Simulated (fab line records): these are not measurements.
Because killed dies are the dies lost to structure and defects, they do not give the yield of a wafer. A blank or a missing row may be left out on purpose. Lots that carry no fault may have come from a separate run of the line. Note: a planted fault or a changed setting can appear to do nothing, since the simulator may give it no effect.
Which tool is to blame? | flow sky130 | 37 wafers from 13 lots sampled at 4 of the route's 708 steps

== WHAT THE GAUGES SHOWED, per wafer ==
SKY_METAL1_RS_MEAS_05: measurement is done with a four-point probe.
lot  | measured     | on            | METAL1_ALCU_RS (ohm/sq)
L865 | day 31 15:37 | film-metro-02 | 0.1253 0.1240 0.1258
L866 | day 32 00:58 | film-metro-01 | 0.1252 0.1252 0.1266
L867 | day 32 04:11 | film-metro-03 | 0.1245 0.1253 0.1265
L868 | day 32 16:56 | film-metro-03 | 0.1263 0.1285 0.1280
L869 | day 33 06:09 | film-metro-01 | 0.1272 0.1268 0.1243
L870 | day 33 07:21 | film-metro-01 | 0.1272 0.1266 0.1280
L871 | day 33 13:52 | film-metro-02 | 0.1285 0.1304 0.1284
L876 | day 35 14:58 | film-metro-03 | 0.1286 0.1284
L879 | day 36 10:21 | film-metro-02 | 0.1268 0.1271
L881 | day 37 05:04 | film-metro-03 | 0.1290 0.1295 0.1279
L882 | day 37 07:00 | film-metro-02 | 0.1284 0.1282 0.1286
L886 | day 39 03:29 | film-metro-02 | 0.1279 0.1270 0.1285
L887 | day 39 04:11 | film-metro-02 | 0.1290 0.1278 0.1280

SKY_METAL2_OVL_MEAS_16.
lot  | measured     | on         | METAL2_OVL (nm)
L865 | day 35 04:14 | overlay-02 | 2 6 0
L866 | day 35 11:13 | overlay-01 | 4 0 -7
L867 | day 35 14:24 | overlay-02 | -16 -6 -7
L868 | day 36 03:27 | overlay-01 | -11 -8 -8
L869 | day 36 15:35 | overlay-01 | -4 -1 1
L870 | day 36 17:02 | overlay-01 | 4 -3 1
L871 | day 37 00:35 | overlay-01 | 2 6 -3
L876 | day 39 01:14 | overlay-01 | -1 4
L879 | day 39 19:57 | overlay-02 | 1 -3
L881 | day 40 12:02 | overlay-02 | 7 2 4
L882 | day 40 12:52 | overlay-02 | -5 -2 -11
L886 | day 42 07:38 | overlay-01 | -7 -8 -7
L887 | day 42 07:59 | overlay-01 | -4 1 -1

== WHICH TOOL RAN EACH LOT (tool, then ch and the chambers of the sampled wafers, then the start) ==
lot  | SKY_VIA1_CMP_24               | SKY_METAL2_SPUTTER_03
L865 | cmp-02 ch 0,2, day 34 00:48   | pvd-sputter-01, day 34 01:07
L866 | cmp-01 ch 0,1,2, day 34 08:31 | pvd-sputter-02, day 34 08:53
L867 | cmp-02 ch 2,3, day 34 11:38   | pvd-sputter-02, day 34 11:57
L868 | cmp-02 ch 0,1,2, day 35 01:05 | pvd-sputter-02, day 35 01:28
L869 | cmp-02 ch 0,1, day 35 13:35   | pvd-sputter-02, day 35 13:58
L870 | cmp-02 ch 0,1, day 35 14:14   | pvd-sputter-01, day 35 14:34
L871 | cmp-02 ch 0,1,3, day 35 21:49 | pvd-sputter-04, day 35 22:11
L876 | cmp-02 ch 1,2, day 37 22:31   | pvd-sputter-01, day 37 22:47
L879 | cmp-02 ch 0,1, day 38 18:15   | pvd-sputter-02, day 38 18:31
L881 | cmp-01 ch 0,2,3, day 39 11:05 | pvd-sputter-01, day 39 11:25
L882 | cmp-01 ch 0,1,2, day 39 12:47 | pvd-sputter-01, day 39 13:10
L886 | cmp-01 ch 0,3, day 41 07:31   | pvd-sputter-04, day 41 07:53
L887 | cmp-01 ch 1,2,3, day 41 07:58 | pvd-sputter-01, day 41 08:20
- SKY_VIA1_CMP_24: polishes, stops on SiO2, t overpolish 15 s, target thk 0 nm.
- SKY_METAL2_SPUTTER_03: material Ti, target thk 5 nm, time 3.3 s.

== AS READ BY THE TOOLS THEMSELVES (means over the sampled wafers that have a number; for cases with no such wafer, the mark the record gives instead) ==
SKY_VIA1_CMP_24.
lot  | tool   | motor-current-A (A) | overpolish-run-s (s) | retaining-ring-pressure-frac | time-to-endpoint-s (s)
L865 | cmp-02 | 10.8                | 15.000               | 0.996                        | 66
L866 | cmp-01 | 11.2                | 14.996               | 1.007                        | 68
L867 | cmp-02 | 10.1                | 15.001               | 0.996                        | 66
L868 | cmp-02 | 11.5                | 15.002               | 1.001                        | 60
L869 | cmp-02 | 12.0                | 14.996               | 1.001                        | 62
L870 | cmp-02 | 12.7                | 14.999               | 0.998                        | 61
L871 | cmp-02 | 11.9                | 15.004               | 0.999                        | 67
L876 | cmp-02 | 11.8                | 15.002               | 1.002                        | 50
L879 | cmp-02 | 12.8                | 14.999               | 1.001                        | 46
L881 | cmp-01 | 11.1                | 14.995               | 0.999                        | 68
L882 | cmp-01 | 11.2                | 15.002               | 1.003                        | 65
L886 | cmp-01 | 10.9                | 14.996               | 1.000                        | 67
L887 | cmp-01 | 10.8                | 14.998               | 1.005                        | 67

SKY_METAL2_SPUTTER_03.
lot  | tool           | throttle-valve-pct (%)
L865 | pvd-sputter-01 | 29.2
L866 | pvd-sputter-02 | 29.7
L867 | pvd-sputter-02 | 28.3
L868 | pvd-sputter-02 | 28.4
L869 | pvd-sputter-02 | 30.3
L870 | pvd-sputter-01 | 28.8
L871 | pvd-sputter-04 | 28.7
L876 | pvd-sputter-01 | 29.4
L879 | pvd-sputter-02 | 28.6
L881 | pvd-sputter-01 | 29.1
L882 | pvd-sputter-01 | 28.9
L886 | pvd-sputter-04 | 29.0
L887 | pvd-sputter-01 | 29.0

== THE ANSWER, worked out from the rows above alone ==
Rule: usual is defined by the lots themselves. Put in order of their means at a reading, lots are off if they are a third of the lots or fewer, leave a main group of 4 or more, and stand apart from it by a gap of 3 or more times the standard deviation of the main group's means; of several such gaps the widest counts. If all means in a main group match to the digits the tables above print for the reading, that group is not used. Also off: a lot with no number at a reading for which 4 or more lots have one. The other lots that the step has rows for count as sound. After the gauges, taken in route order, come the tools' own readings; for these a lot's mean is taken, as printed above. The first step at which some lot is off is used, and at that step the reading that is off furthest; a lot without a number counts as furthest.
Off at SKY_VIA1_CMP_24 (time-to-endpoint-s): L876, L879. For the main group the mean is 65 s and the standard deviation 2.7.
A tool fits if, at that step or a process step before it, it ran every lot that is off, and no sound lot after the first of them. One candidate fits, namely cmp-02 at SKY_VIA1_CMP_24. Its last sound lot is L871 (day 35 21:49), its first lot that is off L876 (day 37 22:31): a fault that began between those two fits.
The tool's own readings at SKY_VIA1_CMP_24 bear it out: on the lots that are off they differ by more than 5 times the standard deviation of the sound lots' means. time-to-endpoint-s reads 48 s there against 65 s on the sound lots.

== WHAT WAS PUT IN BY THE SIMULATOR ==
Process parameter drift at SKY_VIA1_CMP_24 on cmp-02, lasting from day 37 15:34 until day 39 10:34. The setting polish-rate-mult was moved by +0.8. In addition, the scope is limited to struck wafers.
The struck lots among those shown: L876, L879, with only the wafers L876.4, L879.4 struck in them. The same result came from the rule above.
